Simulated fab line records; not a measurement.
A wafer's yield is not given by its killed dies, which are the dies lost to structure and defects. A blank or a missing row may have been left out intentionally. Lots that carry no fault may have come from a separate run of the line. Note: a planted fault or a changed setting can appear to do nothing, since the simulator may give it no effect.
Which tool did it?	flow sky130	11 lots with 33 wafers sampled at 4 steps, on a route of 708 steps

## WHAT THE GAUGES READ, wafer by wafer
SKY_CAP2M_THK_MEAS_01.
lot	measured	on	CAP2M_CVD_00_THK (nm)
L186	day 40 16:01	film-metro-03	15.52 15.36 15.77
L191	day 42 07:50	film-metro-02	15.68 16.12 16.09
L192	day 42 16:29	film-metro-04	15.40 15.91 15.87
L195	day 43 09:46	film-metro-03	15.32 15.63 15.27
L196	day 43 12:20	film-metro-03	16.10 16.05 15.84
L201	day 45 02:35	film-metro-04	15.48 15.83 15.61
L202	day 45 04:38	film-metro-03	15.58 15.99 16.04
L203	day 45 06:38	film-metro-02	15.42 15.20 15.51
L206	day 46 05:20	film-metro-02	15.68 6.31 6.39
L207	day 46 08:39	film-metro-02	15.27 15.92 15.46
L209	day 46 22:21	film-metro-04	15.32 15.48 15.31

## WHICH TOOL RAN EACH LOT (tool, then ch and the chambers of the sampled wafers, then the start)
lot	SKY_VIA3_SPUTTER_20	SKY_VIA3_CMP_24	SKY_CAP2M_CVD_00
L186	pvd-sputter-03, day 40 15:11	cmp-02 ch 0,1,3, day 40 15:33	pecvd-04 ch 0,2, day 40 16:00
L191	pvd-sputter-03, day 42 06:59	cmp-02 ch 0,2,3, day 42 07:27	pecvd-04 ch 0,2, day 42 07:48
L192	pvd-sputter-01, day 42 15:38	cmp-01 ch 0,1,3, day 42 16:03	pecvd-04 ch 1,2, day 42 16:28
L195	pvd-sputter-03, day 43 08:55	cmp-02 ch 1,3, day 43 09:20	pecvd-01 ch 0,2, day 43 09:44
L196	pvd-sputter-03, day 43 11:29	cmp-02 ch 0,2, day 43 11:51	pecvd-04 ch 1,2, day 43 12:19
L201	pvd-sputter-01, day 45 01:46	cmp-01 ch 2,3, day 45 02:07	pecvd-01 ch 0,1, day 45 02:34
L202	pvd-sputter-03, day 45 03:40	cmp-02 ch 0,1,3, day 45 04:08	pecvd-04 ch 0,1, day 45 04:35
L203	pvd-sputter-01, day 45 05:48	cmp-01 ch 1,2,3, day 45 06:16	pecvd-01 ch 1,2, day 45 06:37
L206	pvd-sputter-04, day 46 04:29	cmp-01 ch 0,1,2, day 46 04:52	pecvd-04 ch 1,2, day 46 05:19
L207	pvd-sputter-04, day 46 07:49	cmp-02 ch 2,3, day 46 08:11	pecvd-02 ch 0,1,2, day 46 08:38
L209	pvd-sputter-01, day 46 21:31	cmp-01 ch 1,2,3, day 46 21:56	pecvd-02 ch 0,1, day 46 22:20
- SKY_VIA3_SPUTTER_20: material TiN, target thk 20 nm, time 80 s.
- SKY_VIA3_CMP_24: polishes, stops on SiO2, t overpolish 20 s, target thk 0 nm.
- SKY_CAP2M_CVD_00: deposits SiO2, target thk 15.5 nm.

## THE ANSWER, worked out from the rows above alone
Rule: the lots themselves supply what counts as usual. The widest of any qualifying gaps counts: lots, ordered by their means at a reading, are off when they make up no more than a third of the lots, leave a main group of 4 or more, and stand apart from it by 3 or more times the standard deviation of that group's means. Not used: any main group whose means are identical at the precision the tables above print for the reading. A lot without any number at a reading at which 4 lots or more have one is off too. Any other lot the step has rows for is counted as sound.
Off: at SKY_CAP2M_THK_MEAS_01 (CAP2M_CVD_00_THK), L206. The main group has a mean of 15.64 nm with a standard deviation of 0.22.
A tool fits if, at a process step before that reading, it ran every lot that is off, and no sound lot after the first of them. Gauges at SKY_CAP2M_THK_MEAS_01: tried the same way as those tools. One fits: SKY_CAP2M_CVD_00 on pecvd-04. A fault onset in the window from L202 (day 45 04:35, its last sound lot) to L206 (day 46 05:19, its first lot off) fits.

## WHAT THE SIMULATOR HAD PUT IN
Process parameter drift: pecvd-04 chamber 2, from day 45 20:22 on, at SKY_CAP2M_CVD_00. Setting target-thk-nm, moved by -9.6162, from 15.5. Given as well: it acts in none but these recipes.
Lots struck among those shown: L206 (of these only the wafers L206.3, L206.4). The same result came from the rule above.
